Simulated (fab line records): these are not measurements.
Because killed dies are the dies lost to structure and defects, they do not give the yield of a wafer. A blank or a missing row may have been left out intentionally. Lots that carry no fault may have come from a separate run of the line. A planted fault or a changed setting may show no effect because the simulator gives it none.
Chamber matching + flow sfq-line + 4 sister chambers for SFQ_TRILAYER_A5B_CMP_CMP_130 on cmp-02
The step polishes, stops on Nb, target thk 340.7 nm. 7 wafers are shown with their chamber, then 7 later ones without.

## EACH WAFER AND ITS CHAMBER
| wafer  | chamber | motor-current-A (A) |
|--------|---------|---------------------|
| L660.6 | 1       | 10.5                |
| L666.6 | 0       | 9.7                 |
| L668.3 | 2       | 9.9                 |
| L668.5 | 3       | 11.2                |
| L668.6 | 0       | 10.4                |
| L671.3 | 2       | 10.3                |
| L671.5 | 3       | 11.0                |

## WAFERS WITHOUT THEIR CHAMBER
| wafer  | motor-current-A (A) |
|--------|---------------------|
| L671.6 | 10.1                |
| L680.1 | 9.5                 |
| L680.4 | 9.8                 |
| L680.6 | 11.1                |
| L682.2 | 10.4                |
| L682.4 | 11.4                |
| L682.5 | 10.1                |

## CHAMBER TAKEN BY EACH
| wafer  | from the rows above               | in truth |
|--------|-----------------------------------|----------|
| L671.6 | can't be placed: 2 or 0 or 1      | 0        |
| L680.1 | can't be placed: 0 or 2 or 1      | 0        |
| L680.4 | can't be placed: 0 or 2 or 1      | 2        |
| L680.6 | can't be placed: 3 or 1           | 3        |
| L682.2 | can't be placed: 1 or 2 or 0 or 3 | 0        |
| L682.4 | can't be placed: 3 or 1           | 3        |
| L682.5 | can't be placed: 2 or 0 or 1      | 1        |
Correctly placed: 0 of 7. From these rows, 7 cannot be placed; in 7 the true chamber is one of the candidates. Wrongly placed: 0.
How it was worked out, from the rows above alone: a wafer's distance from a chamber is the root of the sum, over the readings, of the square of ((its reading less the chamber's mean) divided by the reading's scatter). If the next closest chamber is less than 2 further off than the closest, the wafer can't be placed; otherwise it belongs to the closest. The mean given for a chamber averages the wafers shown for that chamber. The scatter is the square root of a quotient: the sum, over the shown wafers, of each reading's squared deviation from its chamber's mean, divided by wafers minus chambers.
